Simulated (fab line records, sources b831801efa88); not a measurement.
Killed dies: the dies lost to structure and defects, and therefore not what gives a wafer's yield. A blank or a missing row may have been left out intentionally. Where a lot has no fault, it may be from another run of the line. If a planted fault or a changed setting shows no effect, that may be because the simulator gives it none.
Which of the tools did it? -- flow sky130 -- 6 lots with 18 wafers sampled at 2 steps, on a route of 708 steps

## WHAT THE GAUGES SHOWED, per wafer
SKY_METAL4_OVL_MEAS_14.
lot,measured,on,METAL4_OVL (nm)
L590,day 41 23:58,overlay-01,16 9 2
L594,day 42 21:18,overlay-01,7 2 8
L600,day 44 03:50,overlay-01,13 6 6
L604,day 46 04:31,overlay-01,0 -2 5
L608,day 47 08:05,overlay-02,4 3 2
L611,day 47 16:36,overlay-02,0 3 2

## TOOL THAT RAN EACH LOT (tool first, then ch and the chambers of the sampled wafers, then the start)
lot,SKY_METAL1_STRIP_21
L590,"wet_bench-03 ch 1, day 32 23:37"
L594,"wet_bench-03 ch 0, day 33 21:45"
L600,"wet_bench-04 ch 3, day 35 17:01"
L604,"wet_bench-03 ch 0, day 38 02:13"
L608,"wet_bench-03 ch 1, day 39 08:37"
L611,"wet_bench-04 ch 3, day 39 16:26"
- SKY_METAL1_STRIP_21: strips in post etch residue remover, time 1200 s.

## THE ANSWER, worked out from the rows above alone
Rule: the usual values come from the lots themselves. The widest of any qualifying gaps counts: lots, ordered by their means at a reading, are off when they make up no more than a third of the lots, leave a main group of 4 or more, and stand apart from it by 3 or more times the standard deviation of that group's means. Not used: any main group whose means are identical at the precision the tables above print for the reading. Also off: a lot with no number at a reading for which 4 or more lots have one. The other lots that the step has rows for count as sound.
No lot is off on any of the readings shown, so nothing can be concluded from this.

## WHAT THE SIMULATOR HAD INSERTED
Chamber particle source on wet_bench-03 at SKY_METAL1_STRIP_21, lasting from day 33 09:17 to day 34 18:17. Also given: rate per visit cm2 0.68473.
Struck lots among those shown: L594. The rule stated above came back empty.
